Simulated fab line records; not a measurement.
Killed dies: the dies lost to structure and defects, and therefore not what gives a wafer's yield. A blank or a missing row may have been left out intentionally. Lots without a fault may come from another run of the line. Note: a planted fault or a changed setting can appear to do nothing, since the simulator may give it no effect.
fab line records    flow sky130
record lots=6  wafers=16  last-day=50
route steps=708 shown METAL5@671 PASSIVATION@681 PAD_OPEN@694
lots that met no fault: from a run of the same line without faults
start-h: the number of hours between the record's first day and the start of the first shown wafer of the lot    wait-h: time in hours since the lot's previous step    " unchanged from the row above    L1.1+2: one row covering several wafers at once    - no value, or no start was given    * or withheld: withheld    < > ~ a bound
route shown NAME@n: names a module that has steps shown in the file, with the first one's number in the route    usual: mean and standard deviation over wafers with no fault    same: alike in all rows    chamber/n: place in a boat    sites: each site's reading    _std_site: the standard deviation of these    _edge_site: mean of outer sites minus mean of inner sites    radius-mm: for every site, how far away it sits from the centre of the wafer    mask NAME#n: copy n    behind: the tool/chamber that last shaped the wafer    hold: why the lot went on hold/how many hours it stayed there/how the hold came to an end    device: transistor that didn't switch, given as n, p or np    end of line: tests run on the same wafers once the route is complete    for a step that has no rows: nothing shown but its recipe    killed: count of dies lost to structure and defects at first sort (not the wafer's yield)    map: the dies of a wafer, with x for killed, . for not killed, _ for no die there
set.NAME: the setting the step ran with; set.NAME@STEP: the setting that earlier step ran with    model.NAME: the simulator's own value behind a step, which no gauge read
lots seen at some steps along the route; tables by step, rows by wafer
services: from which hour (start-h, from the record's first day; less than 0 if before it) a tool's chamber was out of use, for how many hours, and why
## steps
# step SKY_METAL5_SOFTBAKE_10
# recipe temp-c=90  time-s=60  resist=NOVOLAK
# step SKY_METAL5_EXPOSE_11
# recipe mask-id=MM5  na=0.6  source-shape=conventional  sigma-outer=0.6  polarization=unpolarized  target-cd-nm=1600  dose-mj=190
# step SKY_METAL5_PEB_12
# recipe temp-c=withheld  time-s=*  resist=NOVOLAK
# step SKY_METAL5_DEVELOP_13
# recipe resist=NOVOLAK  developer=TMAH  develop-time-s=60  dev-temp-c=23
# step SKY_METAL5_DESCUM_14
# recipe chemistry=O2  source-power-w=150  bias-power-w=0  pressure-mtorr=10  temp-c=40  time-s=11
# usual drypump-motor-current-A=5.6/0.33  oes-product-au=0.997/0.013
lot.wafer  tool          chamber  start-h  wait-h  drypump-motor-current-A  oes-product-au  rf-hours-counter-h
L309.2     rie-metal-01  0        1029.70  0.1     6.1                      1.026           -
L309.4     "             0        "        "       6.1                      1.027           -
L309.5     "             0        "        "       6.1                      1.034           -
L314.3     rie-metal-03  1        1064.40  0.1     5.4                      0.997           -
L314.4     "             0        "        "       5.8                      0.989           -
L314.6     "             1        "        "       5.4                      0.989           -
L320.1     rie-metal-03  0        1104.86  0.1     5.8                      1.007           17
L320.5     "             1        "        "       5.4                      0.999           -
L320.6     "             0        "        "       5.8                      0.999           -
L324.1     rie-metal-03  0        1125.01  0.1     5.8                      0.996           19
L328.1     rie-metal-02  1        1147.01  0.1     5.6                      1.004           14
L328.4     "             0        "        "       5.1                      0.987           -
L328.6     "             1        "        "       5.5                      1.007           -
L329.3     rie-metal-03  1        1151.88  0.1     5.4                      0.994           -
L329.5     "             1        "        "       5.4                      1.000           -
L329.6     "             0        "        "       5.8                      0.982           -
# step SKY_METAL5_METAL_ETCH_15
# recipe target-depth-a=12600  stop-on=SiO2  over-etch-frac=0.2  time-s=252  chemistry=Cl2/BCl3  resist-sidewall-deg=86  pressure-mtorr=10  icp-w=900  bias-w=48.5  Cl2_flow_sccm=60  bcl3-flow-sccm=30
# usual drypump-motor-current-A=5.6/0.34  oes-product-au=0.894/0.0049  throttle-valve-pct=22.264/0.008
# same over-etch-frac=0.2
lot.wafer  tool          chamber  start-h  wait-h  drypump-motor-current-A  oes-product-au  rf-hours-counter-h  throttle-valve-pct
L309.2     rie-metal-01  0        1029.84  0.1     6.1                      0.891           -                   22.265
L309.4     "             0        "        "       6.1                      0.896           -                   22.266
L309.5     "             0        "        "       6.1                      0.893           -                   22.273
L314.3     rie-metal-03  1        1064.50  0.1     5.4                      0.906           -                   22.278
L314.4     "             0        "        "       5.8                      0.902           -                   22.265
L314.6     "             1        "        "       5.4                      0.890           -                   22.258
L320.1     rie-metal-03  0        1104.90  0.0     5.8                      0.889           17                  22.270
L320.5     "             1        "        "       5.4                      0.901           -                   22.251
L320.6     "             0        "        "       5.8                      0.889           -                   22.264
L324.1     rie-metal-03  0        1125.05  0.0     5.8                      0.894           19                  22.277
L328.1     rie-metal-02  1        1147.06  0.0     5.5                      0.898           15                  22.257
L328.4     "             0        "        "       5.0                      0.899           -                   22.260
L328.6     "             1        "        "       5.5                      0.891           -                   22.264
L329.3     rie-metal-03  1        1151.98  0.1     5.4                      0.889           -                   22.281
L329.5     "             1        "        "       5.4                      0.891           -                   22.260
L329.6     "             0        "        "       5.8                      0.901           -                   22.258
# step SKY_METAL5_STRIP_16
# recipe chemistry=O2/N2  power-w=1400  pressure-mtorr=1500  platen-temp-c=withheld  o2-flow-sccm=3000  n2-flow-sccm=300  overash-fraction=0.5
# usual drypump-motor-current-A=5.94/0.27  oes-product-au=0.710/0.0049  strip-time-to-endpoint-s=13.11/0.16
lot.wafer  tool             chamber  start-h  wait-h  drypump-motor-current-A  oes-product-au  rf-hours-counter-h  strip-time-to-endpoint-s
L309.2     plasma-asher-01  0        1030.23  0.3     6.31                     0.713           122                 12.80
L309.4     "                0        "        "       6.26                     0.713           -                   12.83
L309.5     "                1        "        "       5.63                     0.707           -                   12.83
L314.3     plasma-asher-01  1        1064.69  0.1     5.65                     0.707           -                   13.09
L314.4     "                0        "        "       6.29                     0.703           -                   13.08
L314.6     "                1        "        "       5.64                     0.706           -                   13.08
L320.1     plasma-asher-01  1        1105.13  0.2     5.65                     0.708           4                   13.16
L320.5     "                1        "        "       5.62                     0.711           -                   13.18
L320.6     "                0        "        "       6.32                     0.702           -                   13.18
L324.1     plasma-asher-01  1        1125.28  0.2     5.65                     0.714           6                   13.23
L328.1     plasma-asher-04  0        1147.37  0.2     6.04                     0.704           72                  12.94
L328.4     "                1        "        "       5.90                     0.714           -                   13.13
L328.6     "                1        "        "       5.90                     0.711           -                   13.06
L329.3     plasma-asher-04  0        1152.17  0.1     6.03                     0.709           -                   13.02
L329.5     "                0        "        "       6.04                     0.714           -                   13.06
L329.6     "                1        "        "       5.92                     0.709           -                   13.13
# step SKY_METAL5_STRIP_17
# recipe chemistry=post-etch-residue-remover  time-s=1200  temp-c=72.5
# step SKY_METAL5_CLEAN_18
# recipe chemistry=IPA  time-s=180  temp-c=25
# step SKY_METAL5_CLEAN_19
# recipe chemistry=O3/DIW  dry=n2-spin
# step SKY_PASSIVATION_CVD_00
# recipe material=SiO2  target-thk-nm=90  temp-c=400  time-s=withheld  rf-w=600
# step SKY_PASSIVATION_THK_MEAS_01
# recipe reads=SiO2_of_PASSIVATION_CVD_00
# usual PASSIVATION_CVD_00_THK=90.1/1.3
lot.wafer  tool           chamber  start-h  wait-h  PASSIVATION_CVD_00_THK[nm]
L309.2     film-metro-04  -        1030.85  -       89.2
L309.4     "              -        "        "       90.0
L309.5     "              -        "        "       89.2
L314.3     film-metro-04  -        1065.29  -       89.7
L314.4     "              -        "        "       90.3
L314.6     "              -        "        "       89.9
L320.1     film-metro-04  -        1105.78  -       88.7
L320.5     "              -        "        "       89.9
L320.6     "              -        "        "       91.5
L324.1     film-metro-04  -        1126.25  -       89.0
L328.1     film-metro-01  -        1147.99  -       91.0
L328.4     "              -        "        "       91.5
L328.6     "              -        "        "       90.7
L329.3     film-metro-01  -        1152.77  -       91.6
L329.5     "              -        "        "       93.3
L329.6     "              -        "        "       92.2
# step SKY_PASSIVATION_CVD_02
# recipe material=Si3N4  target-thk-nm=540  temp-c=400  time-s=withheld  rf-w=450
# usual heater-power-w=716/110  rf-fwd-power-W=449.2/1.2
lot.wafer  tool      chamber  start-h  wait-h  heater-power-w  rf-fwd-power-W  model.Si3N4_of_PASSIVATION_CVD_02.thk-nm
L309.2     pecvd-04  2        1030.90  0.0     597             448.3           544.9
L309.4     "         0        "        "       686             449.2           561.5
L309.5     "         1        "        "       890             449.7           550.7
L314.3     pecvd-02  2        1065.33  0.0     684             449.4           528.2
L314.4     "         2        "        "       712             450.0           535.1
L314.6     "         0        "        "       858             448.4           540.6
L320.1     pecvd-04  2        1105.84  0.1     637             446.9           533
L320.5     "         0        "        "       557             627.9           599.2
L320.6     "         2        "        "       504             447.4           551.5
L324.1     pecvd-04  0        1126.31  0.1     570             628.0           593.3
L328.1     pecvd-02  2        1148.05  0.1     667             451.7           537.7
L328.4     "         1        "        "       678             451.3           535.7
L328.6     "         2        "        "       692             452.4           538.9
L329.3     pecvd-02  2        1152.81  0.0     703             451.0           531.1
L329.5     "         0        "        "       767             450.9           539.6
L329.6     "         1        "        "       652             448.5           524.3
# step SKY_PASSIVATION_THK_MEAS_03
# recipe reads=Si3N4_of_PASSIVATION_CVD_02
# usual PASSIVATION_CVD_02_THK=540/7.6
lot.wafer  tool           chamber  start-h  wait-h  PASSIVATION_CVD_02_THK[nm]
L309.2     film-metro-04  -        1031.14  -       545
L309.4     "              -        "        "       561
L309.5     "              -        "        "       551
L314.3     film-metro-03  -        1065.58  -       528
L314.4     "              -        "        "       535
L314.6     "              -        "        "       541
L320.1     film-metro-03  -        1106.07  -       533
L320.5     "              -        "        "       599
L320.6     "              -        "        "       552
L324.1     film-metro-03  -        1126.53  -       593
L328.1     film-metro-04  -        1148.27  -       538
L328.4     "              -        "        "       536
L328.6     "              -        "        "       539
L329.3     film-metro-04  -        1153.06  -       531
L329.5     "              -        "        "       539
L329.6     "              -        "        "       525
# step SKY_PASSIVATION_DEHYDRATE_04
# recipe temp-c=200  time-s=60
# step SKY_PASSIVATION_HMDS_05
# recipe prime-time-s=60  prime-temp-c=120
# step SKY_PASSIVATION_COAT_06
# recipe spin-rpm=2000  resist-thk-nm=3000
# step SKY_PASSIVATION_SOFTBAKE_07
# recipe temp-c=110  time-s=withheld
# step SKY_PASSIVATION_EXPOSE_08
# recipe mask-id=NSM  target-cd-nm=3000  na=0.57  dose-mj=260
# step SKY_PASSIVATION_PEB_09
# recipe temp-c=115  time-s=withheld
# step SKY_PASSIVATION_DEVELOP_10
# recipe develop-time-s=60  dev-temp-c=23
# step SKY_PASSIVATION_ETCH_11
# recipe chemistry=CF4/O2  target-depth-nm=725  stop-on=AlCu  source-w=800  bias-w=150  pressure-mtorr=150  cf4-flow-sccm=80  O2_flow_sccm=10  time-s=161.1
# usual drypump-motor-current-A=5.7/0.65  oes-product-au=0.976/0.0078  throttle-valve-pct=5.964/0.0089
lot.wafer  tool         chamber  start-h  wait-h  drypump-motor-current-A  oes-product-au  rf-hours-counter-h  throttle-valve-pct
L309.2     rie-diel-03  0        1053.32  -       5.8                      0.971           14                  5.962
L309.4     "            2        "        "       6.4                      0.958           3                   5.957
L309.5     "            0        "        "       5.9                      0.982           -                   5.959
L314.3     rie-diel-01  3        1086.02  -       5.0                      0.967           7                   5.962
L314.4     "            1        "        "       5.0                      0.978           10                  5.971
L314.6     "            2        "        "       6.7                      0.977           -                   5.964
L320.1     rie-diel-01  3        1125.76  -       5.0                      0.969           8                   5.957
L320.5     "            0        "        "       6.1                      0.998           -                   5.970
L320.6     "            1        "        "       5.1                      0.986           -                   5.977
L324.1     rie-diel-02  2        1145.11  -       6.6                      0.968           15                  5.956
L328.1     rie-diel-02  2        1165.74  -       6.6                      0.974           16                  5.948
L328.4     "            3        "        "       4.8                      0.971           -                   5.965
L328.6     "            2        "        "       6.6                      0.971           -                   5.982
L329.3     rie-diel-03  0        1170.36  -       5.8                      0.978           17                  5.951
L329.5     "            0        "        "       5.8                      0.976           -                   5.968
L329.6     "            3        "        "       5.3                      0.952           -                   5.966
# step SKY_PASSIVATION_STRIP_12
# recipe chemistry=O2/N2  power-w=1400  pressure-mtorr=1500  platen-temp-c=withheld  overash-fraction=0.7  o2-flow-sccm=3000  n2-flow-sccm=300
# step SKY_PAD_OPEN_DEHYDRATE_00
# recipe temp-c=200  time-s=60
# step SKY_PAD_OPEN_HMDS_01
# recipe prime-time-s=60  prime-temp-c=120
# step SKY_PAD_OPEN_COAT_02
# recipe spin-rpm=2000  resist-thk-nm=3000
# step SKY_PAD_OPEN_SOFTBAKE_03
# recipe temp-c=110  time-s=withheld
# step SKY_PAD_OPEN_EXPOSE_04
# recipe mask-id=PDM  target-cd-nm=60000  na=0.57  dose-mj=260
# step SKY_PAD_OPEN_PEB_05
# recipe temp-c=115  time-s=withheld
# step SKY_PAD_OPEN_DEVELOP_06
# recipe develop-time-s=60  dev-temp-c=23
# step SKY_PAD_OPEN_ETCH_07
# recipe chemistry=CF4/O2  target-depth-nm=725  stop-on=AlCu  source-w=800  bias-w=150  pressure-mtorr=150  cf4-flow-sccm=80  O2_flow_sccm=10  time-s=161.1
# step SKY_PAD_OPEN_STRIP_08
# recipe chemistry=O2/N2  power-w=1400  pressure-mtorr=1500  platen-temp-c=withheld  overash-fraction=0.7  o2-flow-sccm=3000  n2-flow-sccm=300
# usual drypump-motor-current-A=5.8/0.35  oes-product-au=0.663/0.0044  strip-time-to-endpoint-s=37.12/0.11
lot.wafer  tool             chamber  start-h  wait-h  drypump-motor-current-A  oes-product-au  rf-hours-counter-h  strip-time-to-endpoint-s
L309.2     plasma-asher-03  1        1074.92  0.1     6.2                      0.660           32                  37.14
L309.4     "                1        "        "       6.1                      0.654           -                   37.10
L309.5     "                1        "        "       6.2                      0.668           -                   37.04
L314.3     plasma-asher-04  1        1106.60  0.1     5.9                      0.650           -                   37.17
L314.4     "                0        "        "       6.0                      0.662           -                   37.18
L314.6     "                0        "        "       6.0                      0.664           -                   37.14
L320.1     plasma-asher-03  0        1144.72  0.1     5.7                      0.661           39                  36.98
L320.5     "                1        "        "       6.1                      0.668           -                   37.01
L320.6     "                0        "        "       5.7                      0.668           -                   37.04
L324.1     plasma-asher-03  0        1163.22  0.1     5.7                      0.668           41                  36.99
L328.1     plasma-asher-04  1        1182.12  0.1     5.9                      0.667           75                  37.10
L328.4     "                0        "        "       6.0                      0.663           -                   37.01
L328.6     "                0        "        "       6.0                      0.669           -                   37.01
L329.3     plasma-asher-02  0        1186.90  0.1     4.8                      0.664           -                   37.10
L329.5     "                1        "        "       5.8                      0.668           -                   37.05
L329.6     "                0        "        "       4.8                      0.649           -                   37.14
# step SKY_PAD_OPEN_STRIP_09
# recipe chemistry=post-etch-residue-remover  time-s=1200  temp-c=72.5
# usual bath-guard-temp-C=72.4/0.52
lot.wafer  tool          chamber  start-h  wait-h  bath-guard-temp-C  model.Si3N4_of_PASSIVATION_CVD_02.thk-nm
L309.2     wet-bench-02  0        1075.02  0.1     72.6               544.6
L309.4     "             0        "        "       72.6               561.1
L309.5     "             0        "        "       72.4               550.3
L314.3     wet-bench-03  3        1106.67  0.0     71.2               527.9
L314.4     "             3        "        "       71.7               534.7
L314.6     "             3        "        "       71.8               540.3
L320.1     wet-bench-04  0        1144.82  0.1     72.5               532.6
L320.5     "             0        "        "       72.4               598.9
L320.6     "             0        "        "       72.5               551.1
L324.1     wet-bench-02  2        1163.32  0.1     73.1               593
L328.1     wet-bench-04  3        1182.22  0.1     73.8               537.4
L328.4     "             3        "        "       73.3               535.4
L328.6     "             3        "        "       73.5               538.6
L329.3     wet-bench-04  2        1186.97  0.0     72.0               530.8
L329.5     "             2        "        "       71.7               539.3
L329.6     "             2        "        "       72.3               524
# step SKY_PAD_OPEN_CLEAN_10
# recipe chemistry=IPA  time-s=180  temp-c=25
# step SKY_PAD_OPEN_PROBE_99
# usual killed_at_M0_to_M3=43/7.2  killed_at_M4_up=3.2/1.8  killed-at-contacts=23/5.6  killed-at-front-end=15/4.6  killed-at-other=0.3/0.71  killed-dies=85/10  killed-open=46/7.8  killed-short=38/6.5
# same gross-dies=492  killed-at-back-side=0
lot.wafer  tool       chamber  start-h  wait-h  killed_at_M0_to_M3  killed_at_M4_up  killed-at-contacts  killed-at-front-end  killed-at-other  killed-dies  killed-open  killed-short
L309.2     prober-02  -        1077.19  0.1     43                  4                17                  13                   5                82           37           42
L309.4     prober-02  -        1077.29  0.2     43                  1                17                  15                   1                77           43           33
L309.5     prober-02  -        1077.34  0.2     51                  4                27                  19                   0                101          53           46
L314.3     prober-02  -        1108.97  0.2     41                  1                25                  13                   0                80           46           34
L314.4     prober-02  -        1109.02  0.2     40                  4                18                  14                   0                76           42           34
L314.6     prober-02  -        1109.12  0.2     46                  3                27                  22                   0                98           51           47
L320.1     prober-01  -        1146.94  0.1     39                  3                25                  16                   0                83           39           44
L320.5     prober-01  -        1147.14  0.2     48                  4                25                  18                   3                98           54           43
L320.6     prober-01  -        1147.19  0.2     41                  4                20                  16                   0                81           47           33
L324.1     prober-01  -        1165.44  0.1     43                  4                18                  16                   1                82           47           35
L328.1     prober-02  -        1184.38  0.1     47                  1                26                  31                   0                105          66           39
L328.4     prober-02  -        1184.53  0.2     47                  7                30                  17                   0                101          55           46
L328.6     prober-02  -        1184.63  0.2     68                  1                24                  16                   0                109          52           57
L329.3     prober-02  -        1189.26  0.2     44                  1                22                  20                   0                87           44           43
L329.5     prober-02  -        1189.36  0.2     37                  2                19                  13                   0                71           37           34
L329.6     prober-02  -        1189.41  0.2     34                  3                16                  17                   0                70           29           41
# killed by level:class
L309.2 METAL3:geometric-particle:short=6 VIA1:geometric-particle:open=6 METAL2:geometric-particle:short=6 CONTACT:geometric-particle:open=5 LI_CONTACT:geometric-particle:open=5 VIA2:geometric-particle:open=5 METAL1:geometric-particle:short=5 POLY_GATE:geometric-particle:open=4
L309.4 VIA1:geometric-particle:open=9 VIA3:geometric-particle:open=7 POLY_GATE:geometric-particle:open=6 METAL2:geometric-particle:short=6 LI_CONTACT:geometric-particle:open=5 CONTACT:geometric-particle:open=5 FIELD_ISO:geometric-particle:short=4 METAL1:geometric-particle:short=4
L309.5 VIA1:geometric-particle:open=10 CONTACT:geometric-particle:open=9 VIA2:geometric-particle:open=8 FIELD_ISO:geometric-particle:short=7 VIA3:geometric-particle:open=7 LI_CONTACT:geometric-particle:open=6 METAL1:geometric-particle:short=6 METAL3:geometric-particle:short=6
L314.3 VIA1:geometric-particle:open=10 VIA2:geometric-particle:open=8 LI_CONTACT:geometric-particle:open=7 CONTACT:geometric-particle:open=7 CONTACT:geometric-particle:short=5 VIA3:geometric-particle:open=5 FIELD_ISO:geometric-particle:short=4 POLY_GATE:geometric-particle:open=4
L314.4 METAL2:geometric-particle:short=9 VIA2:geometric-particle:open=9 VIA1:geometric-particle:open=8 LI_CONTACT:geometric-particle:open=5 CONTACT:geometric-particle:open=5 FIELD_ISO:geometric-particle:short=3 LOCAL_INTERCONNECT:geometric-particle:open=3 METAL1:geometric-particle:short=3
L314.6 VIA3:geometric-particle:open=10 VIA2:geometric-particle:open=9 LI_CONTACT:geometric-particle:open=8 METAL2:geometric-particle:short=8 POLY_GATE:geometric-particle:short=7 CONTACT:geometric-particle:short=7 CONTACT:geometric-particle:open=7 VIA1:geometric-particle:open=6
L320.1 CONTACT:geometric-particle:open=10 METAL2:geometric-particle:short=8 VIA1:geometric-particle:open=6 FIELD_ISO:geometric-particle:short=5 METAL1:geometric-particle:short=5 LOCAL_INTERCONNECT:geometric-particle:short=5 VIA2:geometric-particle:open=5 METAL3:geometric-particle:short=4
L320.5 VIA1:geometric-particle:open=13 VIA2:geometric-particle:open=10 METAL3:geometric-particle:short=9 CONTACT:geometric-particle:open=9 LI_CONTACT:geometric-particle:open=6 FIELD_ISO:geometric-particle:open=5 LOCAL_INTERCONNECT:geometric-particle:short=5 METAL1:geometric-particle:short=4
L320.6 VIA1:geometric-particle:open=14 VIA2:geometric-particle:open=8 CONTACT:geometric-particle:open=7 FIELD_ISO:geometric-particle:short=5 CONTACT:geometric-particle:short=5 VIA2:geometric-particle:short=5 VIA3:geometric-particle:open=5 POLY_GATE:geometric-particle:open=4
L324.1 VIA1:geometric-particle:open=11 VIA3:geometric-particle:open=8 METAL1:geometric-particle:short=7 CONTACT:geometric-particle:open=6 VIA2:geometric-particle:open=6 POLY_GATE:geometric-particle:short=5 POLY_GATE:geometric-particle:open=4 METAL4:geometric-particle:short=4
L328.1 VIA3:geometric-particle:open=13 CONTACT:geometric-particle:open=9 VIA1:geometric-particle:open=9 VIA2:geometric-particle:open=9 FIELD_ISO:geometric-particle:short=8 FIELD_ISO:geometric-particle:open=7 CONTACT:geometric-particle:short=6 POLY_GATE:geometric-particle:open=5
L328.4 LI_CONTACT:geometric-particle:open=12 VIA1:geometric-particle:open=12 CONTACT:geometric-particle:open=11 VIA3:geometric-particle:open=9 METAL4:geometric-particle:short=6 POLY_GATE:geometric-particle:open=6 VIA1:geometric-particle:short=6 METAL3:geometric-particle:short=6
L328.6 VIA1:geometric-particle:open=13 METAL2:geometric-particle:short=12 VIA1:geometric-particle:short=8 VIA3:geometric-particle:open=8 FIELD_ISO:geometric-particle:short=7 METAL1:geometric-particle:short=7 LI_CONTACT:geometric-particle:open=6 LOCAL_INTERCONNECT:geometric-particle:short=6
L329.3 VIA1:geometric-particle:open=10 CONTACT:geometric-particle:open=8 FIELD_ISO:geometric-particle:open=5 LI_CONTACT:geometric-particle:open=5 VIA3:geometric-particle:short=5 METAL1:geometric-particle:short=5 VIA2:geometric-particle:open=5 METAL2:geometric-particle:short=5
L329.5 CONTACT:geometric-particle:open=7 METAL1:geometric-particle:short=7 LI_CONTACT:geometric-particle:open=6 VIA1:geometric-particle:open=6 VIA3:geometric-particle:open=6 POLY_GATE:geometric-particle:open=4 LOCAL_INTERCONNECT:geometric-particle:short=4 METAL2:geometric-particle:short=4
L329.6 METAL1:geometric-particle:short=9 METAL2:geometric-particle:short=9 CONTACT:geometric-particle:open=8 FIELD_ISO:geometric-particle:short=6 POLY_GATE:geometric-particle:open=4 CONTACT:geometric-particle:short=4 VIA3:geometric-particle:open=4 POLY_GATE:geometric-particle:short=3
## services
tool             chamber  start-h  hours  kind
rie-metal-02     0        1005.71  1.6    repair
rie-metal-01     1        1027.81  12.4   repair
rie-diel-02      3        1043.51  118.2  repair
rie-metal-01     -        1050.84  0.1    repair
plasma-asher-01  -        1055.25  9.0    pm
pecvd-02         2        1056.04  5.1    repair
rie-metal-02     -        1059.96  1.4    pm
rie-diel-01      2        1070.93  2.9    repair
rie-diel-03      0        1071.10  20.6   repair
rie-diel-01      1        1073.00  3.9    repair
rie-diel-01      1        1076.89  2.8    repair
pecvd-02         -        1082.08  2.8    pm
rie-diel-01      -        1087.16  0.8    repair
rie-diel-01      0        1091.46  8.6    repair
plasma-asher-03  -        1091.59  3.1    repair
pecvd-02         0        1102.09  10.3   repair
plasma-asher-03  -        1111.84  4.3    pm
plasma-asher-04  -        1118.71  14.6   pm
rie-diel-03      2        1124.57  6.3    repair
plasma-asher-04  -        1133.31  2.8    pm
plasma-asher-03  -        1140.41  1.0    repair
pecvd-04         -        1160.17  3.0    repair
plasma-asher-03  -        1164.59  2.8    pm
pecvd-04         -        1181.52  1.3    repair
## key
first-sign step=SKY_PASSIVATION_CVD_02  reading=rf-fwd-power-W  direction=up  sigmas=99+  usual=449.2  struck=627.9
effect step=SKY_PASSIVATION_THK_MEAS_03  reading=PASSIVATION_CVD_02_THK  direction=up  sigmas=7.4  usual=540  struck=596
model-effect step=SKY_PASSIVATION_CVD_02  value=Si3N4_of_PASSIVATION_CVD_02.thk-nm  without=538.9  struck=596.3
model-effect step=SKY_PAD_OPEN_STRIP_09  value=Si3N4_of_PASSIVATION_CVD_02.thk-nm  without=538.6  struck=595.9
met-at SKY_PASSIVATION_CVD_02
struck-wafers L320.5,L324.1
tester-left-out L324
onset-between 1030.90 1105.84
earlier-fault kind=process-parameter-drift  tool=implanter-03  chamber=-  onset-h=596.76  steps=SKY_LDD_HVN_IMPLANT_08  channel=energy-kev  offset=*  shape=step  end-h=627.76  acts-in=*  stated=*
fault kind=process-parameter-drift  tool=pecvd-04  chamber=0  onset-h=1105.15  steps=SKY_PASSIVATION_CVD_02  channel=rf-w  offset=180  shape=step  acts-in=these-recipes-only  stated=450
# tester-left-out: of these lots the tester's yield and bins aren't shown, on N5 and GAA mostly nor the transistor test; their killed dies are dies lost to structure and defects alone, not to doping, threshold or leakage, so they don't give the yield
